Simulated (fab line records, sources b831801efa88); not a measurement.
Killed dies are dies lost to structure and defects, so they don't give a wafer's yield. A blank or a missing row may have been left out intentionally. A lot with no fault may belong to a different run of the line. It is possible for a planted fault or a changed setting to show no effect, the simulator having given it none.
The tool behind it: which one? ; flow gf180mcu ; 12 lots with 36 wafers sampled at 4 steps, on a route of 602 steps

== WHAT EACH GAUGE READ, for each wafer ==
GF_CONTACT_THK_MEAS_01. Usual: CONTACT_CVD_00_THK typically reads 301 nm, with standard deviation 3.6.
lot;measured;on;CONTACT_CVD_00_THK (nm);flag
L420;day 14 20:46;film metro-03;301 307 304;
L421;day 15 06:40;film metro-02;303 301 305;
L422;day 15 23:28;film metro-01;304 306 303;
L426;day 17 11:46;film metro-01;295 300 297;
L434;day 20 05:12;film metro-02;294 144 296;OFF
L435;day 20 15:17;film metro-03;305 147 149;OFF
L436;day 21 02:21;film metro-02;309 308 305;
L437;day 21 08:01;film metro-01;304 305 303;
L439;day 21 22:47;film metro-01;305 303 306;
L440;day 22 12:38;film metro-03;295 297 298;
L442;day 22 22:52;film metro-03;304 300 303;
L443;day 23 01:53;film metro-02;306 307 306;

GF_CONTACT_THK_MEAS_03. Usual: CONTACT_CVD_02_THK typically reads 856 nm, with standard deviation 11.
lot;measured;on;CONTACT_CVD_02_THK (nm);flag
L420;day 14 20:53;film metro-02;852 863 867;
L421;day 15 06:48;film metro-03;864 864 877;
L422;day 15 23:36;film metro-03;855 848 861;
L426;day 17 11:53;film metro-01;856 868 862;
L434;day 20 05:20;film metro-03;845 853 874;
L435;day 20 15:25;film metro-01;838 838 857;
L436;day 21 02:29;film metro-01;850 851 860;
L437;day 21 08:08;film metro-01;851 855 857;
L439;day 21 22:55;film metro-02;841 833 853;
L440;day 22 12:47;film metro-01;844 867 880;
L442;day 22 23:00;film metro-02;835 862 852;
L443;day 23 02:03;film metro-01;853 873 867;

== WHICH TOOL RAN EACH LOT (tool, then ch and the chambers of the sampled wafers, then the start) ==
lot;GF_CONTACT_CVD_00;GF_CONTACT_CVD_02
L420;hdpcvd-02 ch 0,1,2, day 14 20:42;pecvd-02 ch 0,1,2, day 14 20:49
L421;hdpcvd-02 ch 1,2, day 15 06:37;pecvd-01 ch 0,1,2, day 15 06:44
L422;hdpcvd-02 ch 0,2, day 15 23:25;pecvd-02 ch 1,2, day 15 23:31
L426;hdpcvd-01 ch 0,2, day 17 11:43;pecvd-02 ch 0,1, day 17 11:49
L434;hdpcvd-01 ch 0,2, day 20 05:09;pecvd-04 ch 0,1,2, day 20 05:16
L435;hdpcvd-01 ch 0,1, day 20 15:14;pecvd-02 ch 0,2, day 20 15:20
L436;hdpcvd-02 ch 0,1, day 21 02:17;pecvd-02 ch 0,2, day 21 02:23
L437;hdpcvd-02 ch 0,1,2, day 21 07:58;pecvd-04 ch 0,2, day 21 08:04
L439;hdpcvd-02 ch 0,1,2, day 21 22:45;pecvd-04 ch 0,2, day 21 22:51
L440;hdpcvd-02 ch 0,1,2, day 22 12:35;pecvd-04 ch 1,2, day 22 12:41
L442;hdpcvd-02 ch 1,2, day 22 22:50;pecvd-04 ch 0,2, day 22 22:56
L443;hdpcvd-02 ch 0,1,2, day 23 01:50;pecvd-02 ch 0,2, day 23 01:56
- GF_CONTACT_CVD_00: deposits SiO2, target thk 300 nm, time 50 s.
- GF_CONTACT_CVD_02: deposits SiO2 from TEOS, target thk 860 nm, time 95.992 s.

== AS READ BY THE TOOLS THEMSELVES (means over the sampled wafers that have a number; for cases with no such wafer, the mark the record gives instead) ==
GF_CONTACT_CVD_00. Usual: sih4 flow sccm 60.01 sccm, standard deviation 0.15.
lot;tool;sih4 flow sccm (sccm);flag
L420;hdpcvd-02;60.04;
L421;hdpcvd-02;60.29;
L422;hdpcvd-02;59.96;
L426;hdpcvd-01;60.08;
L434;hdpcvd-01;49.98;OFF
L435;hdpcvd-01;40.07;OFF
L436;hdpcvd-02;59.77;
L437;hdpcvd-02;59.99;
L439;hdpcvd-02;59.92;
L440;hdpcvd-02;59.85;
L442;hdpcvd-02;59.93;
L443;hdpcvd-02;60.05;

GF_CONTACT_CVD_02. Usual: heater power w 697 W, standard deviation 100; rf fwd power W 596.3 W, standard deviation 2.2.
lot;tool;heater power w (W);rf fwd power W (W);flag
L420;pecvd-02;738;595.9;
L421;pecvd-01;692;596.4;
L422;pecvd-02;650;594.4;
L426;pecvd-02;727;595.5;
L434;pecvd-04;749;597.4;
L435;pecvd-02;656;596.4;
L436;pecvd-02;678;596.2;
L437;pecvd-04;705;598.6;
L439;pecvd-04;838;597.0;
L440;pecvd-04;572;598.5;
L442;pecvd-04;822;593.8;
L443;pecvd-02;775;596.2;

== THE ANSWER, worked out from the rows above alone ==
Rule: a lot is off if the mean of its wafers that have a number lies more than 3 standard deviations from the usual mean. A lot without any number at a reading at which 4 lots or more have one is off too. Where the step has rows for the other lots, those lots are counted as sound. After the gauges, taken in route order, come the tools' own readings; for these a lot's mean is taken, as printed above. At the first step where some lot is off, the reading lying furthest off is the one used; lots without a number count as furthest.
Off: at GF_CONTACT_THK_MEAS_01 (CONTACT_CVD_00_THK), L434, L435.
A tool fits if, at a process step before that reading, it ran every lot that is off, and no sound lot after the first of them. The gauges at GF_CONTACT_THK_MEAS_01 aren't tried: what is off there is off at GF_CONTACT_CVD_00 too, on other tools, and a gauge's error can't cause that. One candidate fits, namely hdpcvd-01 at GF_CONTACT_CVD_00. Its last sound lot is L426 (day 17 11:43), its first lot that is off L434 (day 20 05:09): a fault that began between those two fits.
On the lots that are off, the tool's own readings at GF_CONTACT_CVD_00 differ by more than 5 times the standard deviation of the sound lots' means, which bears it out; sih4 flow sccm reads 45.02 sccm there versus 59.99 sccm on the sound lots.

== WHAT THE SIMULATOR HAD PUT IN ==
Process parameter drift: hdpcvd-01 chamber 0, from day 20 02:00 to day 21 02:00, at GF_CONTACT_CVD_00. From 60, the setting sih4 flow sccm moved by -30. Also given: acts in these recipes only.
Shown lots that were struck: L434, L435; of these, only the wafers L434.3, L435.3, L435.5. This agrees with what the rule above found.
